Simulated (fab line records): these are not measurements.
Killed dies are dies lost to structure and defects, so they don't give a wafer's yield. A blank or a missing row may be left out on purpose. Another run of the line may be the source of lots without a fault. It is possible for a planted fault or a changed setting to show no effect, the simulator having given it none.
A struck lot beside a sound one || flow gf180mcu || 20 out of 602 route steps
Sound: wafers L842.2, L842.3, L842.5. The struck wafers were L834.1, L834.2, L834.5. The cause is named last.
At each step with rows: each side's tool, then ch and its chambers, then its first start. Under that, the readings that differ: sound wafers || struck wafers || difference of the means || sigmas: that difference in standard deviations of wafers without a fault.
alike: readings whose means differ by less than 2 such deviations, and words and numbers that are the same on both sides. not compared: withheld readings, readings that some wafer has no value for, bounds like >300 that may hide the same value, and numbers for which the record gives no deviation and whose values overlap.
Wherever a step has rows on one side only, a row that says differs or no value, or a row with sigmas, the two part there. When numbers do not overlap yet have no deviation, they are printed without sigmas and do not part them. A reading missing from all wafers of one side parts the sides only when that side holds two or more wafers.

GF_VT_IMPLANT_RTA_45: time 30 s.
  sound on rtp-anneal-01 ch 0, day 10 21:40; struck on rtp-anneal-02 ch 0, day 8 13:19
{"reading": "lamp-power-pct (%)", "sound": "39.5 39.5 39.5", "struck": "37.3 37.3 37.2", "difference": -2.2, "sigmas": -2}
  alike: chamber-o2-ppm, wafer_temp_C_max
GF_VT_IMPLANT_RS_MEAS_46: uses a four-point probe to measure.
  sound on film-metro-01, day 10 21:47; struck on film-metro-03, day 8 13:25
  alike: MVSD_RS
GF_VT_IMPLANT_RS_MEAS_47: uses a four-point probe to measure.
  sound on film-metro-01, day 10 21:54; struck on film-metro-03, day 8 13:32
  alike: NWELL_RS
GF_VT_IMPLANT_RS_MEAS_48: uses a four-point probe to measure.
  sound on film-metro-01, day 10 22:01; struck on film-metro-03, day 8 13:39
  alike: LVPWELL_RS
GF_VT_IMPLANT_RS_MEAS_49: uses a four-point probe to measure.
  sound on film-metro-01, day 10 22:08; struck on film-metro-03, day 8 13:46
  alike: MVPSD_RS
then, 4 steps without rows for these wafers: GF_VT_IMPLANT_WET_ETCH_50 (etches SiO2 in dHF, target depth 20 nm, time 386.5 s); GF_DUAL_GATE_CLEAN_00 (cleans in SC1/SC2, time 150 s); GF_DUAL_GATE_CLEAN_01 (cleans in dHF, time 20 s); GF_DUAL_GATE_OXIDATION_02 (stabilise 600 s, purge 300 s, target thk 10.887 nm).
GF_DUAL_GATE_THK_MEAS_03:
  sound on film-metro-03, day 10 23:53; struck on film-metro-02, day 8 17:24
{"reading": "DUAL_GATE_OXIDATION_00_THK (nm)", "sound": "10.90 10.65 10.54", "struck": "11.13 11.24 11.20", "difference": "+0.49", "sigmas": "+2"}
then, 2 steps without rows for these wafers: GF_DUAL_GATE_DEHYDRATE_04 (time 60 s); GF_DUAL_GATE_HMDS_05 (prime time 60 s).
GF_DUAL_GATE_COAT_06: resist thk 1000 nm.
  struck on litho-track-01, day 9 01:14; sound on litho-track-03 ch 0, day 11 08:33
  no value came back on the struck wafers for chill-plate-temp-C (C), dispense-pressure-kPa (kPa); on the sound wafers chill-plate-temp-C (C) reads 22.91 23.00 22.95
then, 4 steps without rows for these wafers: GF_DUAL_GATE_SOFTBAKE_07 (time 60 s); GF_DUAL_GATE_EXPOSE_08 (exposes mask Dualgate, target cd 700 nm); GF_DUAL_GATE_PEB_09; GF_DUAL_GATE_DEVELOP_10 (develop time 60 s).
GF_DUAL_GATE_OVL_MEAS_11:
  sound on overlay-02, day 11 17:49; struck on overlay-02, day 9 09:50
{"reading": "DUAL_GATE_OVL (nm)", "sound": "-1.1 -1.2 1.0", "struck": "- - -", "difference": "no value on the struck wafers", "sigmas": ""}
then, 1 step without rows for these wafers: GF_DUAL_GATE_WET_ETCH_12 (etches SiO2 in dHF, target depth 13 nm, time 260 s).
-- a jump in the record: the struck wafers' starts before and after are 21 days apart (it breaks off in module DUAL_GATE and resumes in module PASSIVATION, where the first step shown is number 602 of the route) --
GF_PASSIVATION_PROBE_99:
  only the struck wafers here have rows in the record (prober-01, day 30 06:14); the sound ones have none

== WHERE THEY PART ==
Earliest at GF_VT_IMPLANT_RTA_45; latest, in this record, at GF_PASSIVATION_PROBE_99.

WHY: what the simulator had put in
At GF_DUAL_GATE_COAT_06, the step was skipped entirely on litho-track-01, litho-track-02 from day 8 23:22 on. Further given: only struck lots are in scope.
